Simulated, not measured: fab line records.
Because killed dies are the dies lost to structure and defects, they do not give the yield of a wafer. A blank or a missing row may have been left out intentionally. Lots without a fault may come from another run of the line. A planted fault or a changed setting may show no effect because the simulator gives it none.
A struck lot beside a sound one | flow sky130 | 15 steps out of a route of 708
Sound: these wafers, L188.2, L188.3, L188.4. Struck: wafers L193.2, L193.3, L193.5. Last of all comes the cause.
Per side, at each step with rows, come the tool, then ch with its chambers, and then its first start. Under that, the readings that differ: sound wafers | struck wafers | difference of the means | sigmas: that difference in standard deviations of wafers without a fault.
alike: same words and numbers on both sides, and readings whose means sit less than 2 such deviations apart. not compared: any withheld reading, any reading some wafer has no value for, any bound like >300 that may hide the same value, and any number with overlapping values for which the record gives no deviation.
The two part at a step that has a row with sigmas, a row that says differs or no value, or rows on one side only. Non-overlapping numbers with no deviation appear without sigmas and do not part them. Lack of a reading on every wafer of one side parts them only where that side has two or more wafers.

SKY_LDD_LDN_TW_MEAS_13:
  sound on film_metro-04 at day 23 20:45; struck on film_metro-03 at day 25 07:51
  alike: LDD_LDN_TW
then, 2 steps without rows for these wafers: SKY_LDD_LDN_CLEAN_14 (cleans in SC1/SC2, time 150 s); SKY_SPACER_CVD_00 (deposits Si3N4 from DCS/NH3, target thk 43.1 nm, time 740 s).
SKY_SPACER_THK_MEAS_01:
  sound on film_metro-01 at day 23 22:57; struck on film_metro-01 at day 25 09:35
  alike: SPACER_CVD_00_THK
SKY_SPACER_ETCHBACK_02: etches Si3N4 in CH3F/O2, stops on SiO2, time 46.7 s, target depth 45 nm.
  sound on rie_diel-02 ch 1,2,3, day 23 23:00; struck on rie_diel-01 ch 1,3, day 25 09:38
  alike: drypump_motor_current_A, oes_product_au, rf_fwd_power_W, throttle_valve_pct
  not compared: rf_hours_counter_h
then, 7 steps without rows for these wafers: SKY_POLY_CUT_DEHYDRATE_00 (time 60 s); SKY_POLY_CUT_HMDS_01 (prime time 60 s); SKY_POLY_CUT_COAT_02 (resist thk 60 nm); SKY_POLY_CUT_COAT_03 (resist thk 450 nm); SKY_POLY_CUT_SOFTBAKE_04 (time 90 s); SKY_POLY_CUT_EXPOSE_05 (exposes mask NPCM, target cd 270 nm); SKY_POLY_CUT_PEB_06.
SKY_POLY_CUT_DEVELOP_07: develop time 60 s.
  sound on litho_track-03 ch 0, day 25 04:00; struck on litho_track-01 ch 0, day 26 14:00
  reading              | sound             | struck            | difference | sigmas
  developer_temp_C (C) | 20.82 20.81 20.81 | 21.81 21.79 21.67 | +0.94      | +10
  alike: chill_plate_temp_C
SKY_POLY_CUT_CD_MEAS_08 targets a cd of 270 nm.
  sound on cd_sem-02 at day 25 04:44; struck on cd_sem-01 at day 26 14:54
  alike: cd_nm
following that, these wafers have no rows for 1 step: SKY_PAD_OPEN_PROBE_99.

== WHERE THEY PART ==
Within this record, at SKY_POLY_CUT_DEVELOP_07 only. Later steps at which nothing parts them and some readings are alike: SKY_POLY_CUT_CD_MEAS_08.

WHY: what had been put in by the simulator
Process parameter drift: litho_track-01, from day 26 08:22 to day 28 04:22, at SKY_POLY_CUT_DEVELOP_07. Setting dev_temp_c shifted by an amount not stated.
